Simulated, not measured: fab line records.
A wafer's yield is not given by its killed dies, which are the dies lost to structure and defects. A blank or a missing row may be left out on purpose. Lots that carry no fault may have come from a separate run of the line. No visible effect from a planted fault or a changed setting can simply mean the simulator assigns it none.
Struck lot and sound lot, side by side -- flow sky130 -- 15 out of 708 route steps
Sound: the wafers L528.1, L528.4, L528.6. The struck wafers were L520.2, L520.4, L520.5. The cause is given at the end.
At each step with rows: each side's tool, then ch and its chambers, then its first start. Under that, the readings that differ: sound wafers -- struck wafers -- difference of the means -- sigmas: that difference in standard deviations of wafers without a fault.
alike: same words and numbers on both sides, and readings whose means sit less than 2 such deviations apart. not compared: any withheld reading, any reading some wafer has no value for, any bound like >300 that may hide the same value, and any number with overlapping values for which the record gives no deviation.
The two part at a step that has a row with sigmas, a row that says differs or no value, or rows on one side only. Non-overlapping numbers with no deviation appear without sigmas and do not part them. A reading missing from all wafers of one side parts the sides only when that side holds two or more wafers.

first, 1 step without rows for these wafers: SKY_METAL1_DEVELOP_14 (develop time 60 s).
SKY_METAL1_CD_MEAS_15: the cd target is 140 nm.
  sound on cd_sem-02, day 38 08:50; struck on cd_sem-01, day 36 07:41
reading,sound,struck,difference,sigmas
cd_nm (nm),136.5 136.2 136.9,142.2 143.0 140.3,+5.3,+3
SKY_METAL1_OVL_MEAS_16:
  sound on overlay-01, day 38 08:58; struck on overlay-02, day 36 07:47
  alike: METAL1_OVL
SKY_METAL1_DESCUM_17: chemistry O2, time 8 s.
  sound on rie_metal-04 ch 0,1, day 38 08:59; struck on rie_metal-03 ch 0,1, day 36 07:49
  alike: drypump_motor_current_A, oes_product_au
  not compared: rf_hours_counter_h
SKY_METAL1_ETCH_18: etches BARC in N2/H2, stops on SiO2, time 45.9 s, target depth 60 nm.
  sound on rie_metal-04 ch 0,1, day 38 09:02; struck on rie_metal-03 ch 0,1, day 36 07:50
  alike: drypump_motor_current_A, oes_product_au, throttle_valve_pct
  not compared: rf_hours_counter_h
SKY_METAL1_METAL_ETCH_19: etches the open film in Cl2/BCl3, stops on SiO2, target depth 360 nm, time 78 s.
  sound on rie_metal-04 ch 0,1, day 38 09:05; struck on rie_metal-03 ch 0,1, day 36 07:55
  alike: drypump_motor_current_A, oes_product_au, throttle_valve_pct
  not compared: rf_hours_counter_h
SKY_METAL1_STRIP_20: strips in O2/N2.
  sound on plasma_asher-02 ch 0,1, day 38 09:11; struck on plasma_asher-02 ch 0,1, day 36 08:00
reading,sound,struck,difference,sigmas
oes_product_au (a.u.),0.341 0.338 0.330,0.349 0.349 0.351,+0.013,+3
  alike: drypump_motor_current_A, o2_flow_sccm, strip_time_to_endpoint_s
  not compared: rf_hours_counter_h
then, 4 steps without rows for these wafers: SKY_METAL1_STRIP_21 (strips in post etch residue remover, time 1200 s); SKY_METAL1_CLEAN_22 (cleans in IPA, time 180 s); SKY_METAL1_CLEAN_23 (cleans in O3/DIW); SKY_VIA1_HDPCVD_00 (deposits SiO2, target thk 1030 nm, time 171.7 s).
SKY_VIA1_THK_MEAS_01:
  sound on film_metro-04, day 38 09:58; struck on film_metro-04, day 36 08:43
  alike: VIA1_HDPCVD_THK
SKY_VIA1_CMP_02: polishes SiO2.
  sound on cmp-02 ch 0,2, day 38 10:04; struck on cmp-01 ch 0,1,3, day 36 08:47
  no value came back on the struck wafers for edge_zone_pressure_frac, head_pressure_psi (psi), motor_current_A (A); on the sound wafers edge_zone_pressure_frac reads 0.993 0.993 0.995
reading,sound,struck,difference,sigmas
model.SiO2_of_VIA1_HDPCVD_00.thk_nm (nm),344.4 346.1 344.2,1029 1039 1032,+688,
SKY_VIA1_BOW_MEAS_03:
  sound on film_metro-02, day 38 10:19; struck on film_metro-03, day 36 09:23
reading,sound,struck,difference,sigmas
VIA1_BOW (um),91 76 84,- - -,no value on the struck wafers,
  not compared: hold
SKY_PAD_OPEN_PROBE_99:
  rows exist in the record for the sound wafers here (prober-02, day 49 22:13), none for the struck ones

## WHERE THEY PART
At SKY_METAL1_CD_MEAS_15 first; at SKY_PAD_OPEN_PROBE_99 last (within this record only).

WHY: whatever the simulator had introduced
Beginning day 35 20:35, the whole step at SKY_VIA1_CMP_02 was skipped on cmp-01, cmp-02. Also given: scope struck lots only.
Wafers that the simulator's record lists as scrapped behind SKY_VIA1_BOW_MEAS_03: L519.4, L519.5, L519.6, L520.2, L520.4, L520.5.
